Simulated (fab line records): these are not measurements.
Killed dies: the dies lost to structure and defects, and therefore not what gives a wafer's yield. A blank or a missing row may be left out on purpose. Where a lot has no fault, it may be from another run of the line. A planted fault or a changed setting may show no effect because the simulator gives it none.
Which of the tools did it? / flow gf180mcu / 39 wafers from 13 lots sampled at 5 of the route's 602 steps

== WHAT THE GAUGES SHOWED, per wafer ==
GF_POLY_GATE_CD_MEAS_10: the cd target is 280 nm. Usual: cdNm reads 280.3 nm (standard deviation 1.2).
lot=L303; measured=day 9 10:00; on=cdSem-01; cdNm (nm)=279.8 278.7 280.0; flag=
lot=L305; measured=day 10 01:17; on=cdSem-02; cdNm (nm)=280.8 281.1 280.0; flag=
lot=L306; measured=day 10 09:19; on=cdSem-02; cdNm (nm)=281.4 281.2 283.0; flag=
lot=L308; measured=day 10 19:47; on=cdSem-01; cdNm (nm)=280.2 280.7 279.8; flag=
lot=L309; measured=day 11 08:05; on=cdSem-01; cdNm (nm)=279.6 279.6 279.0; flag=
lot=L310; measured=day 11 13:51; on=cdSem-02; cdNm (nm)=280.8 281.5 280.6; flag=
lot=L311; measured=day 11 18:29; on=cdSem-01; cdNm (nm)=281.5 278.6 279.9; flag=
lot=L312; measured=day 12 07:14; on=cdSem-01; cdNm (nm)=280.0 277.5 278.7; flag=
lot=L318; measured=day 14 01:41; on=cdSem-01; cdNm (nm)=282.0 281.8 280.3; flag=
lot=L320; measured=day 14 13:05; on=cdSem-02; cdNm (nm)=280.8 280.6 280.8; flag=
lot=L322; measured=day 15 05:45; on=cdSem-02; cdNm (nm)=280.5 281.5 281.5; flag=
lot=L323; measured=day 15 10:18; on=cdSem-02; cdNm (nm)=280.8 280.6 279.5; flag=
lot=L324; measured=day 15 16:58; on=cdSem-02; cdNm (nm)=278.5 279.1 278.1; flag=

GF_HV_LDD_OVL_MEAS_20. Usual: for HV_LDD_01_OVL the level is -0.4 nm and the standard deviation is 1.2.
lot=L303; measured=day 11 00:08; on=overlay-02; HV_LDD_01_OVL (nm)=-2.6 -1.1 -0.1; flag=
lot=L305; measured=day 11 16:26; on=overlay-02; HV_LDD_01_OVL (nm)=1.6 -0.2 0.5; flag=
lot=L306; measured=day 12 00:11; on=overlay-02; HV_LDD_01_OVL (nm)=-1.7 -1.9 -0.9; flag=
lot=L308; measured=day 12 11:49; on=overlay-02; HV_LDD_01_OVL (nm)=0.5 -0.5 -0.3; flag=
lot=L309; measured=day 13 02:22; on=overlay-02; HV_LDD_01_OVL (nm)=-0.3 -1.2 0.6; flag=
lot=L310; measured=day 13 05:52; on=overlay-02; HV_LDD_01_OVL (nm)=-0.5 -0.2 -0.1; flag=
lot=L311; measured=day 13 11:02; on=overlay-01; HV_LDD_01_OVL (nm)=1.2 0.2 -0.6; flag=
lot=L312; measured=day 14 01:29; on=overlay-01; HV_LDD_01_OVL (nm)=1.7 -0.8 -0.1; flag=
lot=L318; measured=day 15 21:46; on=overlay-01; HV_LDD_01_OVL (nm)=-1.3 -0.9 -0.4; flag=
lot=L320; measured=day 16 10:04; on=overlay-02; HV_LDD_01_OVL (nm)=-1.0 -0.7 -1.7; flag=
lot=L322; measured=day 17 03:50; on=overlay-02; HV_LDD_01_OVL (nm)=-0.3 -0.2 0.1; flag=
lot=L323; measured=day 17 08:46; on=overlay-02; HV_LDD_01_OVL (nm)=-2.6 -2.2 -0.5; flag=
lot=L324; measured=day 17 15:58; on=overlay-01; HV_LDD_01_OVL (nm)=0.8 -1.3 0.2; flag=

GF_HV_LDD_THK_MEAS_55. Usual: for HV_LDD_CVD_54_THK the level is 9.91 nm and the standard deviation is 0.15.
lot=L303; measured=day 12 16:23; on=filmMetro-03; HV_LDD_CVD_54_THK (nm)=10.01 10.04 9.98; flag=
lot=L305; measured=day 13 08:55; on=filmMetro-04; HV_LDD_CVD_54_THK (nm)=9.99 9.82 9.89; flag=
lot=L306; measured=day 13 17:49; on=filmMetro-04; HV_LDD_CVD_54_THK (nm)=10.04 9.95 9.95; flag=
lot=L308; measured=day 14 05:44; on=filmMetro-03; HV_LDD_CVD_54_THK (nm)=9.87 9.89 10.00; flag=
lot=L309; measured=day 14 22:08; on=filmMetro-03; HV_LDD_CVD_54_THK (nm)=9.52 9.55 9.62; flag=
lot=L310; measured=day 15 01:11; on=filmMetro-04; HV_LDD_CVD_54_THK (nm)=10.06 9.99 9.96; flag=
lot=L311; measured=day 15 07:08; on=filmMetro-01; HV_LDD_CVD_54_THK (nm)=10.24 10.15 10.24; flag=
lot=L312; measured=day 15 22:11; on=filmMetro-01; HV_LDD_CVD_54_THK (nm)=10.06 9.83 9.99; flag=
lot=L318; measured=day 17 22:21; on=filmMetro-01; HV_LDD_CVD_54_THK (nm)=9.82 9.74 9.87; flag=
lot=L320; measured=day 18 11:35; on=filmMetro-01; HV_LDD_CVD_54_THK (nm)=6.58 6.60 6.60; flag=OFF
lot=L322; measured=day 19 05:22; on=filmMetro-01; HV_LDD_CVD_54_THK (nm)=9.90 9.92 9.81; flag=
lot=L323; measured=day 19 10:43; on=filmMetro-01; HV_LDD_CVD_54_THK (nm)=10.06 9.78 9.87; flag=
lot=L324; measured=day 19 18:53; on=filmMetro-01; HV_LDD_CVD_54_THK (nm)=9.81 9.91 10.00; flag=

GF_HV_LDD_THK_MEAS_57. Usual: for HV_LDD_CVD_56_THK the level is 89.5 nm and the standard deviation is 0.89.
lot=L303; measured=day 12 17:53; on=filmMetro-03; HV_LDD_CVD_56_THK (nm)=89.8 89.7 89.7; flag=
lot=L305; measured=day 13 10:50; on=filmMetro-01; HV_LDD_CVD_56_THK (nm)=89.5 89.0 89.4; flag=
lot=L306; measured=day 13 20:01; on=filmMetro-03; HV_LDD_CVD_56_THK (nm)=89.0 89.7 89.3; flag=
lot=L308; measured=day 14 07:14; on=filmMetro-03; HV_LDD_CVD_56_THK (nm)=89.5 90.1 88.8; flag=
lot=L309; measured=day 14 23:38; on=filmMetro-03; HV_LDD_CVD_56_THK (nm)=90.2 90.0 90.4; flag=
lot=L310; measured=day 15 02:40; on=filmMetro-03; HV_LDD_CVD_56_THK (nm)=88.7 89.1 87.9; flag=
lot=L311; measured=day 15 08:37; on=filmMetro-04; HV_LDD_CVD_56_THK (nm)=90.0 89.2 89.0; flag=
lot=L312; measured=day 15 23:41; on=filmMetro-03; HV_LDD_CVD_56_THK (nm)=88.9 88.9 89.0; flag=
lot=L318; measured=day 17 23:50; on=filmMetro-03; HV_LDD_CVD_56_THK (nm)=89.3 89.0 88.8; flag=
lot=L320; measured=day 18 13:04; on=filmMetro-03; HV_LDD_CVD_56_THK (nm)=92.4 92.3 92.0; flag=OFF
lot=L322; measured=day 19 06:52; on=filmMetro-01; HV_LDD_CVD_56_THK (nm)=88.7 88.4 89.0; flag=
lot=L323; measured=day 19 12:13; on=filmMetro-01; HV_LDD_CVD_56_THK (nm)=89.4 89.7 89.3; flag=
lot=L324; measured=day 19 20:22; on=filmMetro-03; HV_LDD_CVD_56_THK (nm)=90.2 90.3 89.4; flag=

== WHAT TOOL EACH LOT RAN ON (gives the tool, then ch and the chambers of the sampled wafers, and finally the start) ==
lot=L303; GF_HV_LDD_CVD_54=lpcvd-01 ch 0, day 12 15:21
lot=L305; GF_HV_LDD_CVD_54=lpcvd-02 ch 0, day 13 07:51
lot=L306; GF_HV_LDD_CVD_54=lpcvd-01 ch 0, day 13 16:48
lot=L308; GF_HV_LDD_CVD_54=lpcvd-02 ch 0, day 14 04:43
lot=L309; GF_HV_LDD_CVD_54=lpcvd-02 ch 0, day 14 20:36
lot=L310; GF_HV_LDD_CVD_54=lpcvd-02 ch 1, day 15 00:10
lot=L311; GF_HV_LDD_CVD_54=lpcvd-01 ch 1, day 15 06:06
lot=L312; GF_HV_LDD_CVD_54=lpcvd-02 ch 1, day 15 21:09
lot=L318; GF_HV_LDD_CVD_54=lpcvd-02 ch 0, day 17 20:49
lot=L320; GF_HV_LDD_CVD_54=lpcvd-01 ch 0, day 18 10:33
lot=L322; GF_HV_LDD_CVD_54=lpcvd-02 ch 1, day 19 04:21
lot=L323; GF_HV_LDD_CVD_54=lpcvd-02 ch 0, day 19 09:42
lot=L324; GF_HV_LDD_CVD_54=lpcvd-02 ch 0, day 19 17:51
- GF_HV_LDD_CVD_54: deposits SiO2 from TEOS, target thk 10 nm, time 75 s.

== WHAT THE TOOLS THEMSELVES READ (means of the sampled wafers that have a number; where no wafer has one, the mark that the record gives instead) ==
GF_HV_LDD_CVD_54. Usual: spikeTcCentreC 681.1 C, standard deviation 1.5; zonePowerCentrePct 9.4 %, standard deviation 0.47; zonePowerLowerPct 11.4 %, standard deviation 0.7.
lot=L303; tool=lpcvd-01; spikeTcCentreC (C)=680.0; zonePowerCentrePct (%)=10.4; zonePowerLowerPct (%)=10.7; flag=
lot=L305; tool=lpcvd-02; spikeTcCentreC (C)=679.6; zonePowerCentrePct (%)=9.4; zonePowerLowerPct (%)=11.0; flag=
lot=L306; tool=lpcvd-01; spikeTcCentreC (C)=679.6; zonePowerCentrePct (%)=10.3; zonePowerLowerPct (%)=10.7; flag=
lot=L308; tool=lpcvd-02; spikeTcCentreC (C)=680.6; zonePowerCentrePct (%)=9.3; zonePowerLowerPct (%)=11.2; flag=
lot=L309; tool=lpcvd-02; spikeTcCentreC (C)=679.8; zonePowerCentrePct (%)=9.4; zonePowerLowerPct (%)=11.0; flag=
lot=L310; tool=lpcvd-02; spikeTcCentreC (C)=683.0; zonePowerCentrePct (%)=9.3; zonePowerLowerPct (%)=12.3; flag=
lot=L311; tool=lpcvd-01; spikeTcCentreC (C)=683.1; zonePowerCentrePct (%)=8.8; zonePowerLowerPct (%)=10.8; flag=
lot=L312; tool=lpcvd-02; spikeTcCentreC (C)=682.7; zonePowerCentrePct (%)=9.4; zonePowerLowerPct (%)=12.5; flag=
lot=L318; tool=lpcvd-02; spikeTcCentreC (C)=680.6; zonePowerCentrePct (%)=9.4; zonePowerLowerPct (%)=11.0; flag=
lot=L320; tool=lpcvd-01; spikeTcCentreC (C)=679.9; zonePowerCentrePct (%)=10.3; zonePowerLowerPct (%)=10.6; flag=
lot=L322; tool=lpcvd-02; spikeTcCentreC (C)=682.1; zonePowerCentrePct (%)=9.6; zonePowerLowerPct (%)=12.5; flag=
lot=L323; tool=lpcvd-02; spikeTcCentreC (C)=680.3; zonePowerCentrePct (%)=9.3; zonePowerLowerPct (%)=11.2; flag=
lot=L324; tool=lpcvd-02; spikeTcCentreC (C)=679.7; zonePowerCentrePct (%)=9.4; zonePowerLowerPct (%)=11.1; flag=

== THE ANSWER, worked out from the rows above alone ==
Rule: lot off if the mean of its wafers having a number is beyond 3 standard deviations from the usual mean. A lot without any number at a reading at which 4 lots or more have one is off too. All remaining lots with rows at the step are treated as sound. After the gauges, taken in route order, come the tools' own readings; for these a lot's mean is taken, as printed above. At the first step where some lot is off, the reading lying furthest off is the one used; lots without a number count as furthest.
Off: at GF_HV_LDD_THK_MEAS_55 (HV_LDD_CVD_54_THK), L320.
A tool fits if, at a process step before that reading, it ran every lot that is off, and no sound lot after the first of them. The gauges at GF_HV_LDD_THK_MEAS_55 aren't tried: what is off there is off at GF_HV_LDD_THK_MEAS_57 too, on other tools, and a gauge's error can't cause that. One fits: GF_HV_LDD_CVD_54 on lpcvd-01. A fault onset in the window from L311 (day 15 06:06, its last sound lot) to L320 (day 18 10:33, its first lot off) fits.

== WHAT HAD BEEN PUT IN BY THE SIMULATOR ==
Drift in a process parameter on lpcvd-01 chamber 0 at GF_HV_LDD_CVD_54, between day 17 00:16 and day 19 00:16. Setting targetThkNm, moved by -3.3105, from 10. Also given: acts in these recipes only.
Shown lots that were struck: L320. The rule above found the same.
